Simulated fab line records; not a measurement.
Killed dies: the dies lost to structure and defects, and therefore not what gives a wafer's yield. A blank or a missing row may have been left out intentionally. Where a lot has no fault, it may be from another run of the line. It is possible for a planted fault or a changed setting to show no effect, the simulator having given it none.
2 desks looking at one fault / flow gf180mcu / each desk holds nothing but its own numbers, with what lay behind them at the end

METROLOGY DESK
What the gauges read, lot by lot, whatever tool the lot ran on: means of the sampled wafers that have a number. Marked OUT: a lot whose mean sits more than 4 standard deviations from the usual mean, which makes it out of limits; the brackets give that distance.
Columns: A = DNWELL_TW at GF_DNWELL_TW_MEAS_09, usual 1341; B = NWELL_OVL at GF_NWELL_OVL_MEAS_07, usual -0.4 nm
lot=L807; first seen here=day 3 01:28; A=1370; B=-1.5
lot=L814; first seen here=day 4 13:53; A=1347; B=-0.8
lot=L819; first seen here=day 5 15:59; A=1350; B=-0.9
lot=L822; first seen here=day 6 08:15; A=1345; B=-0.4
lot=L823; first seen here=day 6 13:36; A=1357; B=-2.1
lot=L824; first seen here=day 6 18:03; A=1343; B=-2.2
lot=L826; first seen here=day 7 05:20; A=1328; B=0.4
Result from this desk: across the 7 lots, nothing is out of limits.

FOR THE TOOL OWNER'S DESK: implanter-04
GF_NWELL_IMPLANT_09, tool's own readings: per-lot mean of the sampled wafers with a number, covering each lot this tool ran. Marked OUT: a lot whose mean sits more than 4 standard deviations from the usual mean, which makes it out of limits; the brackets give that distance.
Columns: A = beam_energy_keV at GF_NWELL_IMPLANT_09, usual 160.00
lot=L807; first seen here=day 3 14:09; A=159.97
lot=L814; first seen here=day 5 04:37; A=160.03
lot=L819; first seen here=day 6 06:58; A=185.41 (+99 or more) OUT
lot=L822; first seen here=day 6 23:36; A=185.50 (+99 or more) OUT
lot=L823; first seen here=day 7 04:55; A=185.43 (+99 or more) OUT
This desk's verdict: out of limits on L819, L822, L823, starting with L819 at day 6 06:58 (beam_energy_keV at GF_NWELL_IMPLANT_09). Within limits: L807, L814.

PUT TOGETHER
The tool owner's desk had the chance to raise an alarm at day 6 06:58 on L819, L822, L823.
From the metrology desk's view, nothing was out of limits.
The metrology desk has L819, L822, L823 on record, within its limits.
On implanter-04, each named lot ran GF_NWELL_IMPLANT_09.

WHAT THE SIMULATOR HAD PUT IN
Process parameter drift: implanter-04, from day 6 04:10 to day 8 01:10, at GF_NWELL_IMPLANT_09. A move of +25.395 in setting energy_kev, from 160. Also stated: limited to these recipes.
Struck lots among those shown: L819, L822, L823.
Hours from the fault's start to each desk's first reading out of limits: the tool owner's desk, 3.
